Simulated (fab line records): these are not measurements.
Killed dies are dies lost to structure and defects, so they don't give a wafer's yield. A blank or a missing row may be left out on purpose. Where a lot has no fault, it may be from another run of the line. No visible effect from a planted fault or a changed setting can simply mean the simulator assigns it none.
Struck lot and sound lot, side by side    flow gf180mcu    14 out of 602 route steps
Sound: wafers L768.2, L768.3, L768.6. Wafers L760.1, L760.2, L760.3 were the ones struck. The cause comes at the end.
Order at every step that has rows: each side's tool, ch and its chambers, its first start. Under that, the readings that differ: sound wafers    struck wafers    difference of the means    sigmas: that difference in standard deviations of wafers without a fault.
alike: same words and numbers on both sides, and readings whose means sit less than 2 such deviations apart. not compared: any withheld reading, any reading some wafer has no value for, any bound like >300 that may hide the same value, and any number with overlapping values for which the record gives no deviation.
A row with sigmas, a row that says differs or no value, or rows on one side alone: a step with any of these is where the two part. Numbers that have no deviation but don't overlap get no sigmas and don't part them. A reading missing from all wafers of one side parts the sides only when that side holds two or more wafers.

first, 2 steps without rows for these wafers: GF_NSD_PEB_05; GF_NSD_DEVELOP_06 (develop time 60 s).
GF_NSD_CD_MEAS_07: the cd target is 400 nm.
  sound: cd_sem-02 at day 19 17:24; struck: cd_sem-01 at day 17 02:22
  alike: cd_nm
GF_NSD_OVL_MEAS_08:
  sound: overlay-01 at day 19 17:31; struck: overlay-01 at day 17 02:31
  alike: NSD_OVL
then, 2 steps without rows for these wafers: GF_NSD_IMPLANT_09; GF_NSD_IMPLANT_10.
GF_NSD_STRIP_11: strips in O2/N2.
  sound on plasma_asher-02 ch 0,1, day 19 17:50; struck on plasma_asher-02 ch 0,1, day 17 02:51
  alike: drypump_motor_current_A, heater_power_w, oes_product_au, strip_time_to_endpoint_s
  not compared: rf_hours_counter_h
GF_NSD_TW_MEAS_12:
  sound: film_metro-04 at day 19 17:57; struck: film_metro-02 at day 17 02:57
  alike: NSD_TW
then, 4 steps without rows for these wafers: GF_PSD_DEHYDRATE_00 (time 60 s); GF_PSD_HMDS_01 (prime time 60 s); GF_PSD_COAT_02 (resist thk 1000 nm); GF_PSD_SOFTBAKE_03 (time 60 s).
GF_PSD_EXPOSE_04: exposes mask Pplus, target cd 400 nm.
  sound on iline_stepper-02 ch 0, day 20 06:36; struck on iline_stepper-01, day 17 14:56
  no value came back on the struck wafers for exposure_dose_mJ_cm2, focus_offset_nm (nm); on the sound wafers exposure_dose_mJ_cm2 reads 140.24 139.89 139.92
  alike: mask
next, for these wafers, 1 step has no rows: GF_PSD_PEB_05.

## WHERE THEY PART
GF_PSD_EXPOSE_04 only, going by this record.

WHY: the cause the simulator had injected
Whole step skipped at GF_PSD_EXPOSE_04 on iline_stepper-01, starting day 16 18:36. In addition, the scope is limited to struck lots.
